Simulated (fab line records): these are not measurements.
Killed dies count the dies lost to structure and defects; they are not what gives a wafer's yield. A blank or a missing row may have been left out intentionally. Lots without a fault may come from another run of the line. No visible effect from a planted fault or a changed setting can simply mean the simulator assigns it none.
fab line records	flow sfq-line
[record] lots = 15	wafers = 43	last-day = 81
route steps=325 shown JJ@182 A5B@209 R5@213
lots that met no fault: taken from a fault-free run of the same line
start-h: hours from the record's opening day to when the first of the lot's shown wafers began	wait-h: time in hours since the lot's previous step	" the same as in the row above	L1.1+2: one row covering several wafers at once	- either no value or no given start	* or withheld: withheld	< > ~ a bound
route shown NAME@n: names a module that has steps shown in the file, with the first one's number in the route	usual: mean/standard deviation of fault-free wafers	same: alike in all rows	chamber/n: place in a boat	sites: readings site by site	_std_site: the standard deviation of these	_edge_site: inner sites' mean taken away from outer sites' mean	radius-mm: for every site, how far away it sits from the centre of the wafer	mask NAME#n: copy n	behind: the tool/chamber that last shaped the wafer	hold: the reason the lot was held/the length of the hold in hours/how it ended	device: the transistor (n, p or np) that didn't switch	end of line: tests run on the same wafers once the route is complete	a step with no rows: only its recipe	killed: count of dies lost to structure and defects at first sort (not the wafer's yield)	map: dies across one wafer; x = killed, . = not, _ = none there
set.NAME: setting as actually run; set.NAME@STEP: the setting as run at that earlier step	model.NAME: the simulator's own value behind a step, which no gauge read
steps of the route over a sample of lots; a table a step, a row a wafer
services: when a tool's chamber went out of use (start-h, in hours from the record's first day, below 0 if earlier), for how many hours, and the reason
[[steps]]
[step SFQ_TRILAYER_JJ_TRILAYER_DEP_SPUTTER_112]
[recipe] material = Nb	base-pressure-pa = 1.33e-06	chamber-pressure-pa = 0.1333	substrate-temp-c = 20	target-thk-nm = 170	power-w = 2000	time-s = 113.3
[usual] throttle-valve-pct = 30.3/1.3
lot.wafer	tool	chamber	start-h	wait-h	throttle-valve-pct
L706.1	pvd-sputter-04	-	907.08	0.5	30.0
L706.5	"	-	"	"	30.4
L706.6	"	-	"	"	31.9
L707.2	pvd-sputter-05	-	918.62	0.5	32.7
L707.3	"	-	"	"	30.0
L707.5	"	-	"	"	30.3
L708.4	pvd-sputter-05	-	928.63	0.5	29.9
L708.5	"	-	"	"	30.2
L708.6	"	-	"	"	28.9
L709.3	pvd-sputter-05	-	933.41	0.5	29.9
L709.4	"	-	"	"	32.7
L709.5	"	-	"	"	30.1
L710.1	pvd-sputter-06	-	935.81	0.5	28.9
L710.3	"	-	"	"	29.0
L710.6	"	-	"	"	28.7
L711.1	pvd-sputter-04	-	1048.99	0.5	31.4
L711.2	"	-	"	"	30.4
L711.4	"	-	"	"	31.7
L712.1	pvd-sputter-06	-	1092.30	0.5	28.7
L712.3	"	-	"	"	28.9
L712.5	"	-	"	"	31.0
L714.1	pvd-sputter-05	-	1133.02	0.5	32.4
L714.4	"	-	"	"	29.0
L714.5	"	-	"	"	30.0
L715.2	pvd-sputter-05	-	1285.59	0.5	28.8
L715.3	"	-	"	"	32.6
L715.6	"	-	"	"	29.9
L716.1	pvd-sputter-04	-	1286.79	0.5	31.5
L716.3	"	-	"	"	31.7
L716.4	"	-	"	"	31.1
L717.1	pvd-sputter-06	-	1287.99	0.5	28.8
L717.2	"	-	"	"	31.0
L717.6	"	-	"	"	28.6
L718.3	pvd-sputter-05	-	1289.19	0.5	32.7
L718.4	"	-	"	"	29.8
L718.6	"	-	"	"	29.7
L721.1	pvd-sputter-05	-	1293.99	0.5	30.0
L721.2	"	-	"	"	32.7
L724.1	pvd-sputter-05	-	1300.12	0.5	30.3
L724.2	"	-	"	"	29.8
L725.1	pvd-sputter-04	-	1302.84	0.5	30.3
L725.4	"	-	"	"	31.1
L725.5	"	-	"	"	31.4
[step SFQ_JJ_RS_MEAS_929]
[recipe] thk-meas-gauge = four-point-probe	reads = Nb_of_TRILAYER_JJ_TRILAYER_DEP_SPUTTER_112
[usual] JJ_NB_RS = 1.046/0.011
lot.wafer	tool	chamber	start-h	wait-h	JJ_NB_RS[ohm/sq]
L706.1	film-metro-04	-	907.16	0.0	1.046
L706.5	"	-	"	"	1.057
L706.6	"	-	"	"	1.039
L707.2	film-metro-04	-	918.72	0.1	1.038
L707.3	"	-	"	"	1.045
L707.5	"	-	"	"	1.045
L708.4	film-metro-04	-	928.77	0.1	1.044
L708.5	"	-	"	"	1.058
L708.6	"	-	"	"	1.054
L709.3	film-metro-03	-	933.53	0.1	1.034
L709.4	"	-	"	"	1.038
L709.5	"	-	"	"	1.050
L710.1	film-metro-03	-	935.89	0.0	1.038
L710.3	"	-	"	"	1.060
L710.6	"	-	"	"	1.029
L711.1	film-metro-03	-	1049.07	0.0	1.051
L711.2	"	-	"	"	1.056
L711.4	"	-	"	"	1.051
L712.1	film-metro-03	-	1092.38	0.0	1.043
L712.3	"	-	"	"	1.046
L712.5	"	-	"	"	1.056
L714.1	film-metro-04	-	1133.10	0.0	1.060
L714.4	"	-	"	"	1.045
L714.5	"	-	"	"	1.059
L715.2	film-metro-04	-	1285.69	0.1	1.048
L715.3	"	-	"	"	1.046
L715.6	"	-	"	"	1.050
L716.1	film-metro-04	-	1286.87	0.0	1.020
L716.3	"	-	"	"	1.026
L716.4	"	-	"	"	1.042
L717.1	film-metro-03	-	1288.07	0.0	1.047
L717.2	"	-	"	"	1.033
L717.6	"	-	"	"	1.046
L718.3	film-metro-04	-	1289.31	0.1	1.058
L718.4	"	-	"	"	1.042
L718.6	"	-	"	"	1.038
L721.1	film-metro-03	-	1294.07	0.0	1.043
L721.2	"	-	"	"	1.063
L724.1	film-metro-03	-	1300.20	0.0	1.054
L724.2	"	-	"	"	1.034
L725.1	film-metro-04	-	1302.91	0.0	1.046
L725.4	"	-	"	"	1.049
L725.5	"	-	"	"	1.031
[step SFQ_TRILAYER_A5B_DEP_PECVD_129]
[recipe] material = SiO2	temp-c = 150	time-s = 133.33	pressure-torr = 2.4	rf-w = 183.3	precursor = SiH4/N2O	target-thk-nm = 600
[usual] heater-power-w = 81/9.3	showerhead-vpp-V = 841/36	throttle-valve-pct = 24.5/1
lot.wafer	tool	chamber	start-h	wait-h	heater-power-w	showerhead-vpp-V	throttle-valve-pct
L706.1	pecvd-02	0	1068.94	0.0	82	823	23.4
L706.5	"	0	"	"	84	825	23.3
L706.6	"	2	"	"	63	908	24.1
L707.2	pecvd-01	0	1070.24	0.0	72	885	24.9
L707.3	"	1	"	"	94	808	24.9
L707.5	"	0	"	"	75	894	24.6
L708.4	pecvd-02	0	1071.51	0.0	86	818	23.6
L708.5	"	1	"	"	83	832	23.1
L708.6	"	2	"	"	63	879	24.4
L709.3	pecvd-01	0	1072.64	0.0	77	891	24.6
L709.4	"	2	"	"	89	825	26.6
L709.5	"	0	"	"	80	891	24.5
L710.1	pecvd-02	0	1073.86	0.0	80	832	23.4
L710.3	"	2	"	"	59	900	24.5
L710.6	"	0	"	"	83	824	23.6
L711.1	pecvd-02	2	1117.61	0.0	59	905	24.7
L711.2	"	0	"	"	88	827	23.3
L711.4	"	0	"	"	91	846	23.6
L712.1	pecvd-02	0	1137.99	0.0	81	809	23.8
L712.3	"	2	"	"	68	901	24.6
L712.5	"	0	"	"	88	817	23.9
L714.1	pecvd-02	2	1151.21	0.0	68	895	24.9
L714.4	"	1	"	"	77	830	23.2
L714.5	"	2	"	"	70	915	24.6
L715.2	pecvd-02	2	1421.77	0.0	62	892	25.0
L715.3	"	0	"	"	89	827	25.6
L715.6	"	1	"	"	87	845	23.7
L716.1	pecvd-03	2	1423.83	0.0	91	832	23.9
L716.3	"	0	"	"	87	801	25.0
L716.4	"	1	"	"	88	797	23.7
L717.1	pecvd-01	1	1424.16	0.0	91	802	25.3
L717.2	"	0	"	"	78	914	25.3
L717.6	"	1	"	"	91	793	25.2
L718.3	pecvd-02	2	1425.37	0.0	68	898	25.2
L718.4	"	1	"	"	92	837	23.9
L718.6	"	2	"	"	70	901	25.2
L721.1	pecvd-02	2	1428.99	0.0	65	905	25.3
L721.2	"	1	"	"	90	825	23.8
L724.1	pecvd-02	1	1438.97	0.0	81	833	24.1
L724.2	"	2	"	"	67	902	25.0
L725.1	pecvd-03	0	1440.17	0.0	79	826	25.3
L725.4	"	1	"	"	81	788	23.5
L725.5	"	2	"	"	84	837	23.9
[step SFQ_TRILAYER_A5B_METRO_MEASURE_131]
[usual] thk-nm = 340/5.1
lot.wafer	tool	chamber	start-h	wait-h	thk-nm
L706.1	film-metro-04	-	1079.00	1.5	343
L706.5	"	-	"	"	332
L706.6	"	-	"	"	337
L707.2	film-metro-01	-	1081.08	2.7	346
L707.3	"	-	"	"	338
L707.5	"	-	"	"	346
L708.4	film-metro-02	-	1085.60	3.1	342
L708.5	"	-	"	"	343
L708.6	"	-	"	"	345
L709.3	film-metro-01	-	1087.28	1.4	347
L709.4	"	-	"	"	343
L709.5	"	-	"	"	341
L710.1	film-metro-01	-	1092.88	2.0	342
L710.3	"	-	"	"	346
L710.6	"	-	"	"	342
L711.1	film-metro-02	-	1121.97	2.0	343
L711.2	"	-	"	"	343
L711.4	"	-	"	"	340
L712.1	film-metro-02	-	1141.60	2.5	334
L712.3	"	-	"	"	340
L712.5	"	-	"	"	346
L714.1	film-metro-02	-	1154.80	1.5	344
L714.4	"	-	"	"	339
L714.5	"	-	"	"	343
L715.2	film-metro-04	-	1445.09	1.7	348
L715.3	"	-	"	"	339
L715.6	"	-	"	"	341
L716.1	film-metro-01	-	1445.69	1.0	338
L716.3	"	-	"	"	343
L716.4	"	-	"	"	346
L717.1	film-metro-02	-	1447.89	1.0	342
L717.2	"	-	"	"	345
L717.6	"	-	"	"	342
L718.3	film-metro-04	-	1449.09	1.9	337
L718.4	"	-	"	"	241
L718.6	"	-	"	"	337
L721.1	film-metro-01	-	1453.89	1.5	241
L721.2	"	-	"	"	340
L724.1	film-metro-04	-	1459.89	1.5	235
L724.2	"	-	"	"	338
L725.1	film-metro-01	-	1460.69	1.0	340
L725.4	"	-	"	"	331
L725.5	"	-	"	"	337
[step SFQ_TRILAYER_R5_DEP_SPUTTER_133]
[recipe] material = MoNx	base-pressure-pa = 1.33e-06	target-thk-nm = 40	power-w = 1000	time-s = 66.7	chamber-pressure-pa = 0.4
[usual] throttle-valve-pct = 30.4/1.4
lot.wafer	tool	chamber	start-h	wait-h	throttle-valve-pct
L706.1	pvd-sputter-04	-	1080.22	0.0	31.4
L706.5	"	-	"	"	31.3
L706.6	"	-	"	"	30.4
L707.2	pvd-sputter-04	-	1082.10	0.0	31.1
L707.3	"	-	"	"	31.2
L707.5	"	-	"	"	31.1
L708.4	pvd-sputter-04	-	1086.22	0.0	30.4
L708.5	"	-	"	"	31.9
L708.6	"	-	"	"	30.9
L709.3	pvd-sputter-05	-	1088.10	0.0	28.7
L709.4	"	-	"	"	29.6
L709.5	"	-	"	"	30.0
L710.1	pvd-sputter-03	-	1094.10	0.0	32.3
L710.3	"	-	"	"	30.4
L710.6	"	-	"	"	32.2
L711.1	pvd-sputter-05	-	1123.19	0.0	30.1
L711.2	"	-	"	"	29.1
L711.4	"	-	"	"	32.7
L712.1	pvd-sputter-05	-	1142.82	0.0	28.9
L712.3	"	-	"	"	29.9
L712.5	"	-	"	"	30.1
L714.1	pvd-sputter-05	-	1156.02	0.0	32.4
L714.4	"	-	"	"	28.9
L714.5	"	-	"	"	29.8
L715.2	pvd-sputter-04	-	1446.11	0.0	30.3
L715.3	"	-	"	"	31.2
L715.6	"	-	"	"	31.3
L716.1	pvd-sputter-03	-	1446.91	0.0	32.3
L716.3	"	-	"	"	28.0
L716.4	"	-	"	"	30.6
L717.1	pvd-sputter-05	-	1449.11	0.0	30.0
L717.2	"	-	"	"	32.4
L717.6	"	-	"	"	29.0
L718.3	pvd-sputter-03	-	1449.91	0.0	28.0
L718.4	"	-	"	"	32.3
L718.6	"	-	"	"	28.4
L721.1	pvd-sputter-05	-	1455.11	0.0	28.9
L721.2	"	-	"	"	30.0
L724.1	pvd-sputter-03	-	1461.11	0.0	32.3
L724.2	"	-	"	"	28.0
L725.1	pvd-sputter-04	-	1461.91	0.0	30.2
L725.4	"	-	"	"	31.7
L725.5	"	-	"	"	30.1
[[services]]
tool	chamber	start-h	hours	kind
pvd-sputter-05	-	908.62	4.8	repair
pecvd-02	-	919.78	0.7	repair
pecvd-02	-	933.25	14.0	pm
film-metro-01	-	945.23	0.6	pm
pecvd-02	-	983.64	0.3	repair
pecvd-02	-	1019.43	6.0	pm
film-metro-01	-	1032.88	3.2	pm
pecvd-02	-	1056.43	2.8	pm
film-metro-01	-	1096.25	0.5	pm
pvd-sputter-05	-	1104.82	2.1	repair
pvd-sputter-05	-	1153.45	1.3	repair
pvd-sputter-05	-	1168.23	1.8	repair
pvd-sputter-05	-	1175.74	4.1	repair
pvd-sputter-04	-	1209.22	3.9	repair
pecvd-02	1	1223.22	8.5	repair
pvd-sputter-05	-	1227.69	2.8	repair
pvd-sputter-04	-	1238.56	39.6	repair
pvd-sputter-04	-	1244.69	22.4	repair
pvd-sputter-04	-	1333.40	4.4	repair
pvd-sputter-04	-	1414.43	2.5	repair
pvd-sputter-04	-	1435.46	2.0	repair
pvd-sputter-05	-	1444.58	2.4	repair
pvd-sputter-04	-	1449.50	6.8	repair
pecvd-02	2	1455.78	1.8	repair
[[key]]
[first-sign] step = SFQ_TRILAYER_A5B_METRO_MEASURE_131	reading = thk-nm	direction = down	sigmas = 20	usual = 340	struck = 239
effect none on later readings
met-at SFQ_TRILAYER_A5B_DEP_PECVD_129
struck-lots L718,L721,L724
struck-wafers L718.4,L721.1,L724.1
not-acting-at SFQ_TRILAYER_JJ_TRILAYER_DEP_SPUTTER_112,SFQ_JJ_RS_MEAS_929,SFQ_TRILAYER_R5_DEP_SPUTTER_133
onset-between 1421.77 1425.37
[fault] kind = process-parameter-drift	tool = pecvd-02	chamber = -	onset-h = 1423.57	steps = SFQ_TRILAYER_A5B_DEP_PECVD_129	channel = target-thk-nm	offset = -357.91	shape = step	end-h = 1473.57	scope = struck-wafers-only	acts-in = these-recipes-only	stated = 600
